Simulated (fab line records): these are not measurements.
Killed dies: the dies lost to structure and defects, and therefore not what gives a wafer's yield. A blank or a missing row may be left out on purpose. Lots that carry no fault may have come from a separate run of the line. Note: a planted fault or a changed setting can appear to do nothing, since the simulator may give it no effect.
Struck lot and sound lot, side by side + flow sky130 + 33 out of 708 route steps
Sound: wafers L136.1, L136.3, L136.6. The struck wafers were L143.3, L143.4, L143.5. The cause is given at the end.
Order at every step that has rows: each side's tool, ch and its chambers, its first start. Under that, the readings that differ: sound wafers + struck wafers + difference of the means + sigmas: that difference in standard deviations of wafers without a fault.
alike: a reading whose means differ by less than 2 such deviations, as well as words and numbers matching on both sides. not compared: withheld readings; readings where some wafer has no value; bounds like >300 that might hide an equal value; numbers whose values overlap and for which the record gives no deviation.
Wherever a step has rows on one side only, a row that says differs or no value, or a row with sigmas, the two part there. Non-overlapping numbers with no deviation appear without sigmas and do not part them. Lack of a reading on every wafer of one side parts them only where that side has two or more wafers.

first, 7 steps without rows for these wafers: SKY_SONOS_TUNNEL_DEVELOP_06 (develop time 60 s); SKY_SONOS_TUNNEL_IMPLANT_09; SKY_SONOS_TUNNEL_WET_ETCH_10 (etches SiO2 in dHF, target depth 14 nm, time 280 s); SKY_SONOS_TUNNEL_STRIP_11 (strips in SPM, time 600 s); SKY_SONOS_TUNNEL_CLEAN_13 (cleans in dHF, time 20 s); SKY_SONOS_ONO_OXIDATION_00 (stabilise 600 s, purge 300 s, target thk 2.6 nm); SKY_SONOS_ONO_CVD_02 (deposits Si3N4 from DCS/NH3, target thk 10.5 nm, time 175 s).
SKY_SONOS_ONO_CVD_04: deposits SiO2 from SiH4/N2O, target thk 5.7199 nm.
  sound on lpcvd-03 ch 1, day 12 18:17; struck on lpcvd-03 ch 0, day 15 12:19
| reading                                    | sound             | struck            | difference | sigmas      |
|--------------------------------------------|-------------------|-------------------|------------|-------------|
| pressure-mtorr (mTorr)                     | 399.8 401.7 400.3 | 479.5 479.7 480.1 | +79.2      | +99 or more |
| model.SiO2_of_SONOS_ONO_CVD_04.thk-nm (nm) | 5.911 5.818 5.88  | 6.095 6.238 6.169 | +0.298     |             |
  alike: spike-tc-upper-C
SKY_SONOS_ONO_THK_MEAS_05:
  struck on film-metro-01, day 15 13:49; sound on film-metro-01, day 12 19:32
| reading                   | sound          | struck         | difference | sigmas |
|---------------------------|----------------|----------------|------------|--------|
| SONOS_ONO_CVD_04_THK (nm) | 5.91 5.79 5.88 | 6.10 6.26 6.18 | +0.32      | +3     |
  not compared: hold
then, 22 steps without rows for these wafers: SKY_SONOS_ONO_HMDS_07 (prime time 60 s); SKY_SONOS_ONO_COAT_08 (resist thk 1133 nm); SKY_SONOS_ONO_SOFTBAKE_09 (time 60 s); SKY_SONOS_ONO_EXPOSE_10 (exposes mask ONOM, target cd 410 nm); SKY_SONOS_ONO_PEB_11; SKY_SONOS_ONO_DEVELOP_12 (develop time 60 s); SKY_SONOS_ONO_ETCH_15 (etches the open film in CHF3/O2, target depth 19.52 nm, time 7.8 s); SKY_SONOS_ONO_WET_ETCH_16 (etches SiO2 in dHF, target depth 14 nm, time 280 s); SKY_SONOS_ONO_STRIP_17 (strips in O2/N2); SKY_SONOS_ONO_WET_ETCH_18 (etches Si3N4 in H3PO4, target depth 15 nm, time 172 s); SKY_GATE_OXIDE_CLEAN_00 (cleans in SC1/SC2, time 150 s); SKY_GATE_OXIDE_OXIDATION_01 (stabilise 600 s, purge 300 s, target thk 10.268 nm); SKY_GATE_OXIDE_DEHYDRATE_03 (time 60 s); SKY_GATE_OXIDE_HMDS_04 (prime time 60 s); SKY_GATE_OXIDE_COAT_05 (resist thk 1140 nm); SKY_GATE_OXIDE_SOFTBAKE_06 (time 60 s); SKY_GATE_OXIDE_EXPOSE_07 (exposes mask LVOM, target cd 600 nm); SKY_GATE_OXIDE_PEB_08; SKY_GATE_OXIDE_DEVELOP_09 (develop time 60 s); SKY_GATE_OXIDE_IMPLANT_11; SKY_GATE_OXIDE_WET_ETCH_12 (etches SiO2 in dHF, target depth 16.8 nm, time 336 s); SKY_GATE_OXIDE_STRIP_13 (strips in O2/N2).
-- the record jumps here: 2 days lie between the struck wafers' starts before and after --
SKY_GATE_OXIDE_CLEAN_15: cleans in SC1/SC2, time 150 s.
  sound on wet-bench-01 ch 3, day 15 03:04; struck on wet-bench-01 ch 0, day 18 00:36
| reading                                    | sound             | struck            | difference | sigmas |
|--------------------------------------------|-------------------|-------------------|------------|--------|
| model.SiO2_of_SONOS_ONO_CVD_04.thk-nm (nm) | 4.403 4.312 4.376 | 4.571 4.715 4.644 | +0.280     |        |
  alike: temp-c
-- a jump in the record: the struck wafers' starts before and after are 31 days apart (it breaks off in module GATE_OXIDE and resumes in module PAD_OPEN, where the first step shown is number 708 of the route) --
SKY_PAD_OPEN_PROBE_99:
  struck on prober-01, day 48 17:43; sound on prober-01, day 46 16:59
| reading                               | sound               | struck               | difference | sigmas |
|---------------------------------------|---------------------|----------------------|------------|--------|
| model.etest.cap-ono.gate-log10-a-cm2  | -8.043 -7.88 -7.785 | -8.264 -8.459 -8.367 | -0.461     |        |
| model.etest.cap-ono.gate-bv-v (V)     | 16.22 16.03 16.2    | 16.59 16.94 16.65    | +0.58      |        |
| model.etest.cap-ono.tox-acc-nm (nm)   | 12.95 12.81 12.81   | 13.11 13.24 13.23    | +0.34      |        |
| model.etest.sonos-programmed.vt-v (V) | 1.433 1.516 1.498   | 1.371 1.285 1.307    | -0.161     |        |
| model.etest.sonos-erased.vt-v (V)     | -2.242 -2.335 -2.32 | -2.207 -2.109 -2.156 | +0.142     |        |
| model.etest.sonos-baked.vt-v (V)      | 0.9381 1.02 0.983   | 0.8098 0.8281 0.8241 | -0.1597    |        |
  alike: killed_at_M0_to_M3, killed_at_M4_up, killed-at-contacts, killed-at-front-end, killed-at-other, killed-dies, killed-on-rim, killed-open, killed-short
  not compared: model.etest.sonos-erased.drive-ua-um, model.etest.sonos-baked.vt-less-v

WHERE THEY PART
At SKY_SONOS_ONO_CVD_04 first; at SKY_SONOS_ONO_THK_MEAS_05 last (within this record only). Later steps at which nothing parts them and some readings are alike: SKY_GATE_OXIDE_CLEAN_15, SKY_PAD_OPEN_PROBE_99.

WHY: whatever the simulator had introduced
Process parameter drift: lpcvd-03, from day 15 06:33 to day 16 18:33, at SKY_SONOS_ONO_CVD_04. The setting pressure-mtorr was moved by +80, starting from 400.
